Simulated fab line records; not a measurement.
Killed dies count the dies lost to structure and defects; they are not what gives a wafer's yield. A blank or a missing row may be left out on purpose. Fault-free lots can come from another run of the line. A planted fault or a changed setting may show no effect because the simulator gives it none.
fab line records -- flow sky130
[record] lots = 7, wafers = 21, last-day = 51
route steps=708 shown NWELL@63
lots untouched by any fault: they come from a run of this same line in which no faults occurred
start-h: the number of hours between the record's first day and the start of the first shown wafer of the lot -- wait-h: hours elapsed since this lot's preceding step -- " as in the row above -- L1.1+2: one row covering several wafers at once -- - no value, or no start was given -- * or withheld: withheld -- < > ~ a bound
route shown NAME@n: NAME is a module with steps in the file, n the number in the route of the first one -- usual: mean/standard deviation taken from wafers without a fault -- same: alike in all rows -- chamber/n: place in a boat -- sites: per-site readings -- _std_site: how widely they spread, as a standard deviation -- _edge_site: inner sites' mean taken away from outer sites' mean -- radius-mm: how far each site lies from the wafer's centre -- mask NAME#n: copy n -- behind: the most recent tool/chamber to have shaped the wafer -- hold: why the lot went on hold/how many hours it stayed there/how the hold came to an end -- device: whichever transistor did not switch (one of n, p or np) -- end of line: the route-end tests of the same wafers -- where a step has no rows: the recipe by itself -- killed: dies lost to structure and defects at the first sort, not the wafer's yield -- map: a wafer's dies, x killed, . not, _ none there
set.NAME: the setting as run; set.NAME@STEP: as run at that earlier step -- model.NAME: the simulator's own value behind a step, which no gauge read
a table for each step, a row for each wafer; lots at some steps of the route
services: when a tool's chamber went out of use (start-h, in hours from the record's first day, below 0 if earlier), for how many hours, and the reason
[[steps]]
[step SKY_NWELL_OVL_MEAS_10]
[usual] NWELL_00_OVL = -0.2/1.5
lot.wafer,tool,chamber,start-h,wait-h,NWELL_00_OVL[nm]
L887.1,overlay-02,-,98.86,-,1.0
L887.2,overlay-02,-,98.86,-,1.9
L887.6,overlay-02,-,98.86,-,1.2
L890.1,overlay-01,-,118.23,-,-1.2
L890.2,overlay-01,-,118.23,-,-0.5
L890.3,overlay-01,-,118.23,-,0.5
L891.1,overlay-02,-,124.05,-,1.8
L891.5,overlay-02,-,124.05,-,1.4
L891.6,overlay-02,-,124.05,-,0.9
L892.3,overlay-01,-,129.24,-,-2.0
L892.4,overlay-01,-,129.24,-,0.1
L892.6,overlay-01,-,129.24,-,0.7
L900.2,overlay-02,-,182.06,-,-2.3
L900.4,overlay-02,-,182.06,-,-2.0
L900.5,overlay-02,-,182.06,-,0.1
L901.1,overlay-02,-,183.55,-,-1.3
L901.3,overlay-02,-,183.55,-,-0.3
L901.4,overlay-02,-,183.55,-,-1.6
L906.1,overlay-01,-,209.20,-,1.5
L906.2,overlay-01,-,209.20,-,0.7
L906.3,overlay-01,-,209.20,-,1.7
[step SKY_NWELL_IMPLANT_11]
[recipe] species = P, energy-kev = 400, dose-cm2 = 1.9e+13, tilt-deg = withheld
[step SKY_NWELL_IMPLANT_12]
[recipe] species = P, energy-kev = 120, dose-cm2 = 1.3e+12, tilt-deg = withheld
[step SKY_NWELL_IMPLANT_13]
[recipe] species = P, energy-kev = 50, dose-cm2 = 7e+11, tilt-deg = withheld
[step SKY_NWELL_STRIP_14]
[recipe] chemistry = O2/N2, power-w = 1400, pressure-mtorr = 1500, platen-temp-c = withheld, o2-flow-sccm = 3000, n2-flow-sccm = 300, overash-fraction = 0.5
[usual] chamber-pressure-mTorr = 1499.9/1.9, drypump-motor-current-A = 5.9/0.56, oes-product-au = 0.723/0.0045, strip-time-to-endpoint-s = 36.99/0.082
lot.wafer,tool,chamber,start-h,wait-h,chamber-pressure-mTorr,drypump-motor-current-A,oes-product-au,rf-hours-counter-h,strip-time-to-endpoint-s
L887.1,plasma-asher-02,0,99.35,0.1,1500.9,6.2,0.721,42,37.07
L887.2,plasma-asher-02,1,99.35,0.1,1501.3,4.7,0.725,42,37.02
L887.6,plasma-asher-02,0,99.35,0.1,1500.8,6.2,0.717,-,37.14
L890.1,plasma-asher-04,0,118.72,0.1,1500.3,5.9,0.726,25,37.00
L890.2,plasma-asher-04,1,118.72,0.1,1500.7,6.4,0.724,25,36.91
L890.3,plasma-asher-04,0,118.72,0.1,1501.5,5.9,0.721,-,37.03
L891.1,plasma-asher-01,1,124.54,0.1,1502.0,6.2,0.724,38,37.08
L891.5,plasma-asher-01,0,124.54,0.1,1501.2,5.4,0.719,-,37.09
L891.6,plasma-asher-01,1,124.54,0.1,1501.1,6.2,0.727,-,37.03
L892.3,plasma-asher-02,1,129.75,0.1,1500.8,4.7,0.730,-,37.07
L892.4,plasma-asher-02,0,129.75,0.1,1498.7,6.2,0.723,-,37.04
L892.6,plasma-asher-02,0,129.75,0.1,1501.7,6.2,0.726,-,37.01
L900.2,plasma-asher-02,1,182.54,0.1,1498.4,4.7,0.719,51,36.97
L900.4,plasma-asher-02,1,182.54,0.1,1503.3,4.7,0.731,-,36.95
L900.5,plasma-asher-02,1,182.54,0.1,1496.9,4.7,0.726,-,36.95
L901.1,plasma-asher-01,0,184.04,0.1,1500.2,5.4,0.716,44,36.88
L901.3,plasma-asher-01,1,184.04,0.1,1501.2,6.2,0.730,-,36.84
L901.4,plasma-asher-01,0,184.04,0.1,1499.6,5.4,0.727,-,36.95
L906.1,plasma-asher-04,1,209.69,0.1,1500.3,6.5,0.723,33,37.02
L906.2,plasma-asher-04,0,209.69,0.1,1501.2,5.9,0.719,33,36.89
L906.3,plasma-asher-04,0,209.69,0.1,1499.1,5.9,0.719,-,36.98
[step SKY_NWELL_TW_MEAS_15]
[usual] NWELL_TW = 1832/24
lot.wafer,tool,chamber,start-h,wait-h,NWELL_TW
L887.1,film-metro-04,-,99.45,0.1,1858
L887.2,film-metro-04,-,99.45,0.1,1858
L887.6,film-metro-04,-,99.45,0.1,1854
L890.1,film-metro-03,-,118.82,0.1,1796
L890.2,film-metro-03,-,118.82,0.1,1802
L890.3,film-metro-03,-,118.82,0.1,1801
L891.1,film-metro-04,-,124.64,0.1,1856
L891.5,film-metro-04,-,124.64,0.1,1851
L891.6,film-metro-04,-,124.64,0.1,1852
L892.3,film-metro-04,-,129.84,0.1,1855
L892.4,film-metro-04,-,129.84,0.1,1849
L892.6,film-metro-04,-,129.84,0.1,1845
L900.2,film-metro-03,-,182.69,0.1,1806
L900.4,film-metro-03,-,182.69,0.1,1808
L900.5,film-metro-03,-,182.69,0.1,1817
L901.1,film-metro-04,-,184.14,0.1,1866
L901.3,film-metro-04,-,184.14,0.1,1859
L901.4,film-metro-04,-,184.14,0.1,1854
L906.1,film-metro-01,-,209.79,0.1,1822
L906.2,film-metro-01,-,209.79,0.1,1826
L906.3,film-metro-01,-,209.79,0.1,1819
[step SKY_NWELL_DEHYDRATE_16]
[recipe] temp-c = 200, time-s = 60
[step SKY_NWELL_HMDS_17]
[recipe] prime-time-s = 60, prime-temp-c = 120
[step SKY_NWELL_COAT_18]
[recipe] spin-rpm = 2000, resist-thk-nm = 3000
[step SKY_NWELL_SOFTBAKE_19]
[recipe] temp-c = 110, time-s = withheld
[step SKY_NWELL_EXPOSE_20]
[recipe] mask-id = NWM_COMPLEMENT, na = 0.6, source-shape = conventional, sigma-outer = 0.6, polarization = unpolarized, target-cd-nm = 840, dose-mj = 260
[step SKY_NWELL_PEB_21]
[recipe] temp-c = 115, time-s = withheld
[step SKY_NWELL_DEVELOP_22]
[recipe] wall-angle-deg = 90, developer = TMAH, develop-time-s = 60, dev-temp-c = 23
[usual] chill-plate-temp-C = 23.03/0.1, develop-time-s = 60/0, exhaust-pa = 45.0/0.88
lot.wafer,tool,chamber,start-h,wait-h,chill-plate-temp-C,develop-time-s,exhaust-pa
L887.1,litho-track-02,0,117,-,22.98,60,45.2
L887.2,litho-track-02,0,117,-,22.85,60,43.7
L887.6,litho-track-02,0,117,-,23.02,60,44.3
L890.1,litho-track-04,-,137,-,-,-,-
L890.2,litho-track-04,-,137,-,-,-,-
L890.3,litho-track-04,-,137,-,-,-,-
L891.1,litho-track-04,-,142,-,-,-,-
L891.5,litho-track-04,-,142,-,-,-,-
L891.6,litho-track-04,-,142,-,-,-,-
L892.3,litho-track-04,-,148,-,-,-,-
L892.4,litho-track-04,-,148,-,-,-,-
L892.6,litho-track-04,-,148,-,-,-,-
L900.2,litho-track-02,0,205,-,23.05,60,44.1
L900.4,litho-track-02,0,205,-,23.18,60,44.6
L900.5,litho-track-02,0,206,-,23.01,60,44.4
L901.1,litho-track-03,0,206,-,22.90,60,45.0
L901.3,litho-track-03,0,206,-,23.00,60,44.9
L901.4,litho-track-03,0,206,-,23.06,60,44.6
L906.1,litho-track-04,0,232,-,23.11,60,45.1
L906.2,litho-track-04,0,233,-,22.99,60,45.9
L906.3,litho-track-04,0,233,-,23.01,60,45.6
[step SKY_NWELL_OVL_MEAS_23]
[usual] NWELL_01_OVL = 0.6/1.5
lot.wafer,tool,chamber,start-h,wait-h,NWELL_01_OVL[nm]
L887.1,overlay-01,-,117.55,-,0.3
L887.2,overlay-01,-,117.55,-,-1.7
L887.6,overlay-01,-,117.55,-,-0.6
L890.1,overlay-02,-,137.68,-,-
L890.2,overlay-02,-,137.68,-,-
L890.3,overlay-02,-,137.68,-,-
L891.1,overlay-02,-,142.98,-,-
L891.5,overlay-02,-,142.98,-,-
L891.6,overlay-02,-,142.98,-,-
L892.3,overlay-02,-,148.99,-,-
L892.4,overlay-02,-,148.99,-,-
L892.6,overlay-02,-,148.99,-,-
L900.2,overlay-02,-,206.06,-,0.4
L900.4,overlay-02,-,206.06,-,-0.8
L900.5,overlay-02,-,206.06,-,0.2
L901.1,overlay-01,-,206.91,-,-2.4
L901.3,overlay-01,-,206.91,-,-1.1
L901.4,overlay-01,-,206.91,-,-3.6
L906.1,overlay-02,-,233.13,-,2.2
L906.2,overlay-02,-,233.13,-,-1.4
L906.3,overlay-02,-,233.13,-,2.1
[[services]]
tool,chamber,start-h,hours,kind
plasma-asher-01,-,136.31,2.0,repair
litho-track-02,-,152.09,-,consumable-replace:filter
plasma-asher-04,-,157.23,10.0,pm
plasma-asher-04,-,167.23,3.3,pm
plasma-asher-02,-,187.87,1.0,repair
plasma-asher-01,-,200.92,0.8,repair
[[key]]
[first-sign] step = SKY_NWELL_DEVELOP_22, reading = tool-record, direction = missing
effect none on later readings
met-at SKY_NWELL_DEVELOP_22
struck-wafers L890.1,L890.2,L890.3,L891.1,L891.5,L891.6,L892.3,L892.4,L892.6
sort-left-out L890.1,L890.2,L890.3,L891.1,L891.5,L891.6,L892.3,L892.4,L892.6
tester-left-out L890,L891,L892
[fault] kind = skipped-step-whole, tool = litho-track-04, chamber = -, onset-h = 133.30, steps = SKY_NWELL_DEVELOP_22, scope = struck-lots-only
// tester-left-out: of these lots the tester's yield and bins aren't shown, on N5 and GAA mostly nor the transistor test; their killed dies are dies lost to structure and defects alone, not to doping, threshold or leakage, so they don't give the yield
// sort-left-out: the simulated sort isn't trusted on such a fault, so these wafers' sort isn't shown, and their yield isn't known
